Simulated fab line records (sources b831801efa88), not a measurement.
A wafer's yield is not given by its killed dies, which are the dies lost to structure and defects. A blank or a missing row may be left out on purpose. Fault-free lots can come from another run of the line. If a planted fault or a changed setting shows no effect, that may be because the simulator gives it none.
Which tool did it? -- flow sky130 -- 12 lots, 36 wafers sampled, at 2 steps of a route of 708

WHAT THE GAUGES SHOWED, per wafer
SKY_CAPM_OVL_MEAS_12. Usual: for CAPM_OVL the level is -0.9 nm and the standard deviation is 1.3.
lot,measured,on,CAPM_OVL (nm),flag
L195,day 37 10:16,overlay-02,0.0 0.7 -0.5,
L198,day 38 18:15,overlay-02,-1.0 -1.2 -0.2,
L201,day 39 14:31,overlay-01,-4.9 -3.0 -2.4,
L206,day 41 03:39,overlay-01,-0.7 -1.4 0.8,
L207,day 41 15:28,overlay-02,-1.4 -2.0 -2.1,
L211,day 42 11:18,overlay-01,-2.3 -2.9 -2.5,
L210,day 42 13:59,overlay-01,-2.0 -0.4 0.3,
L212,day 42 16:44,overlay-01,-1.5 -0.9 -1.9,
L216,day 43 16:59,overlay-02,0.0 -0.4 -0.1,
L215,day 43 20:47,overlay-02,-1.8 -0.6 0.1,
L218,day 44 03:28,overlay-01,-0.2 -0.6 -1.0,
L217,day 44 04:01,overlay-02,-4.0 -3.4 -2.3,

SKY_METAL3_CD_MEAS_13 targets a cd of 300 nm. Usual: cd-nm at 300.4 nm, with a standard deviation of 1.5.
lot,measured,on,cd-nm (nm),flag
L195,day 38 12:20,cd-sem-01,301.6 301.4 300.7,
L198,day 39 19:11,cd-sem-01,300.7 301.4 300.1,
L201,day 40 15:01,cd-sem-01,299.7 300.2 299.5,
L206,day 42 01:45,cd-sem-01,303.2 301.7 301.4,
L207,day 42 14:22,cd-sem-02,301.1 299.9 299.5,
L211,day 43 11:08,cd-sem-02,299.1 299.9 299.1,
L210,day 43 13:44,cd-sem-01,302.7 302.7 303.4,
L212,day 43 15:50,cd-sem-02,302.4 301.4 300.8,
L216,day 44 16:07,cd-sem-01,300.2 299.4 302.1,
L215,day 44 19:41,cd-sem-02,300.9 300.9 300.6,
L218,day 45 01:38,cd-sem-01,300.5 300.5 300.1,
L217,day 45 03:00,cd-sem-02,297.8 298.4 298.9,

TOOL THAT RAN EACH LOT (tool first, then ch and the chambers of the sampled wafers, then the start)
The record shows no process step preceding these readings.

WHAT THE TOOLS THEMSELVES READ (means of the sampled wafers that have a number; where no wafer has one, the mark that the record gives instead)
The record holds no such reading with a usual standard deviation.

THE ANSWER, worked out from the rows above alone
Rule: lot off if the mean of its wafers having a number is beyond 3 standard deviations from the usual mean. Also off: a lot with no number at a reading for which 4 or more lots have one. The other lots that the step has rows for count as sound. The gauges are gone through in route order, then the tools' own readings, and for those a lot's mean is taken as printed above. The first step at which some lot is off is used, and at that step the reading that is off furthest; a lot without a number counts as furthest.
Nothing can be told from this: no lot is off at any reading shown.

WHAT THE SIMULATOR PUT IN
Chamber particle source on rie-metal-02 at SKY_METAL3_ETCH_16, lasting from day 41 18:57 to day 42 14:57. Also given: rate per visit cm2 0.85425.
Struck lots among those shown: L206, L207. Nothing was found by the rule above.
